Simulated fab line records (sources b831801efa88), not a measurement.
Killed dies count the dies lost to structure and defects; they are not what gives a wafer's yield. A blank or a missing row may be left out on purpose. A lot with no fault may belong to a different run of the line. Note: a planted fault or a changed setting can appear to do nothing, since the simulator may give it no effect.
Matching of chambers -- flow sky130 -- SKY_SONOS_ONO_ETCH_15 on rie-diel-04: 4 sister chambers
The step etches the open film in CHF3/O2, target depth 19.52 nm, time 7.8 s. 14 wafers are shown with their chamber, then 7 later ones without.

WAFERS PAIRED WITH THEIR CHAMBERS
wafer,chamber,drypump-motor-current-A (A),oes-product-au (a.u.),throttle-valve-pct (%)
L738.2,3,5.9,0.996,8.837
L738.3,1,6.4,1.000,8.836
L738.6,3,5.9,0.991,8.816
L739.1,3,5.9,0.990,8.832
L739.2,2,6.1,0.990,8.834
L739.4,1,6.4,0.998,8.817
L748.4,0,5.5,1.004,8.833
L748.5,3,5.9,0.992,8.825
L748.6,2,6.2,1.001,8.835
L749.3,0,5.5,1.009,8.831
L749.4,2,6.2,0.992,8.826
L749.6,1,6.4,0.984,8.825
L754.3,0,5.5,0.995,8.821
L754.4,3,5.9,0.997,8.804

SIGNATURES, as means of the wafers listed above
reading,chamber 0,chamber 1,chamber 2,chamber 3,scatter within a chamber
drypump-motor-current-A,5.500,6.400,6.167,5.900,0.0258
oes-product-au,1.00267,0.99400,0.99433,0.99320,0.006
throttle-valve-pct,8.82833,8.82600,8.83167,8.82280,0.01
Rule: a wafer lies at a distance from a chamber equal to the root of the sum of squares, over the readings, of (its reading less the chamber's mean, divided by the reading's scatter). The wafer belongs to the nearest chamber; if the next one is less than 2 further off, it can't be placed. How the scatter is found: for the shown wafers, subtract from each reading the mean of its chamber, square and add these, divide the total by (wafers less chambers), then take the root.

WAFERS WITH NO CHAMBER GIVEN
wafer,drypump-motor-current-A (A),oes-product-au (a.u.),throttle-valve-pct (%)
L754.6,6.4,0.992,8.839
L757.1,5.9,0.992,8.817
L757.3,5.5,0.989,8.820
L757.4,5.5,0.991,8.837
L761.1,6.2,0.995,8.828
L761.3,5.9,0.989,8.817
L761.6,6.1,1.000,8.810

EACH ONE'S CHAMBER
wafer,from the rows above,in truth
L754.6,1,1
L757.1,3,3
L757.3,0,0
L757.4,0,0
L761.1,2,2
L761.3,3,3
L761.6,2,2
Correct placement for 7 of the 7. Can't be placed from these rows: 0. Wrongly placed: 0.
